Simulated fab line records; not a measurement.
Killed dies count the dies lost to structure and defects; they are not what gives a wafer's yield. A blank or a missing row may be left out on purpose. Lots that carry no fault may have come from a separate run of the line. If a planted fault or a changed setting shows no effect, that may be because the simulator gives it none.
The same fault as seen by 2 desks || flow gf180mcu || only its own numbers are on each desk; what lay behind them is given at the end

## AT THE TOOL OWNER'S DESK: implanter-02
The tool's own readings at GF_NSD_IMPLANT_09: means of the sampled wafers that have a number, for each lot that ran on this tool. If a lot's mean is further than 4 standard deviations from the usual mean, the lot is out of limits and carries the mark OUT (the distance appears in the brackets).
Columns: A = beamEnergyKeV at GF_NSD_IMPLANT_09, usual 60.634; B = beamOnS at GF_NSD_IMPLANT_09, usual 18.7 s; C = doseIonsCm2 at GF_NSD_IMPLANT_09, usual 4e+15
{"lot": "L497", "first seen here": "day 14 22:01", "A": 60.624, "B": 18.1, "C": 4e+15}
{"lot": "L506", "first seen here": "day 18 02:07", "A": 60.639, "B": "11.3 (-4.3) OUT", "C": "2e+15 (-99 or more) OUT"}
{"lot": "L508", "first seen here": "day 18 18:01", "A": 60.650, "B": "11.6 (-4.2) OUT", "C": "2e+15 (-99 or more) OUT"}
{"lot": "L517", "first seen here": "day 21 13:40", "A": 60.652, "B": 18.0, "C": 4e+15}
{"lot": "L518", "first seen here": "day 21 23:17", "A": 60.638, "B": 17.7, "C": 4e+15}
{"lot": "L520", "first seen here": "day 22 13:34", "A": 60.644, "B": 18.6, "C": 4e+15}
This desk finds L506, L508 out of limits, L506 being first, at day 18 02:07 (beamOnS at GF_NSD_IMPLANT_09). In limits: L497, L517, L518, L520.

## AT THE METROLOGY DESK
What the gauges read, lot by lot, whatever tool the lot ran on: means of the sampled wafers that have a number. If a lot's mean is further than 4 standard deviations from the usual mean, the lot is out of limits and carries the mark OUT (the distance appears in the brackets).
Columns: A = NSD_RS at GF_PSD_RS_MEAS_14, usual 45.94 ohm/sq; B = SALICIDE_TIN_THK at GF_SALICIDE_THK_MEAS_05, usual 19.83 nm; C = cdNm at GF_CONTACT_CD_MEAS_14, usual 220.0 nm
{"lot": "L497", "first seen here": "day 15 22:03", "A": 46.03, "B": 20.12, "C": 220.0}
{"lot": "L499", "first seen here": "day 16 17:02", "A": 45.99, "B": 19.64, "C": 219.0}
{"lot": "L506", "first seen here": "day 19 02:53", "A": "49.87 (+53) OUT", "B": "-", "C": "-"}
{"lot": "L508", "first seen here": "day 19 19:31", "A": "49.72 (+51) OUT", "B": "-", "C": "-"}
{"lot": "L512", "first seen here": "day 21 04:50", "A": 45.93, "B": 19.94, "C": 218.7}
{"lot": "L514", "first seen here": "day 21 23:16", "A": 45.96, "B": 19.78, "C": 221.9}
{"lot": "L515", "first seen here": "day 22 01:35", "A": 45.98, "B": 20.00, "C": 222.0}
{"lot": "L516", "first seen here": "day 22 06:47", "A": 45.91, "B": 19.65, "C": 220.4}
{"lot": "L517", "first seen here": "day 22 15:34", "A": 45.99, "B": 19.58, "C": 219.5}
{"lot": "L518", "first seen here": "day 23 00:46", "A": 45.99, "B": 19.83, "C": 221.7}
{"lot": "L520", "first seen here": "day 23 14:29", "A": 46.02, "B": 19.90, "C": 220.5}
This desk's finding: out of limits on L506, L508; first on L506, day 19 02:53 (NSD_RS at GF_PSD_RS_MEAS_14). In limits: L497, L499, L512, L514, L515, L516, L517, L518, L520.

## TAKEN TOGETHER
On L506, L508, at day 18 02:07, an alarm was possible from the tool owner's desk.
The metrology desk could have raised an alarm at day 19 02:53, on L506, L508.
On implanter-02, each named lot ran GF_NSD_IMPLANT_09.

## WHAT THE SIMULATOR PUT IN
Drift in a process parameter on implanter-02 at GF_NSD_IMPLANT_09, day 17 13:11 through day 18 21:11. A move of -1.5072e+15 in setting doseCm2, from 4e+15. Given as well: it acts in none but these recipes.
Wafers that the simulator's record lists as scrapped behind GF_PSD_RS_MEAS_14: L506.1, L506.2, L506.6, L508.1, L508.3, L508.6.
Shown lots that were struck: L506, L508.
Delay (hours) between the fault's onset and each desk's first out-of-limits reading: 13 at the tool owner's desk, 38 at the metrology desk.
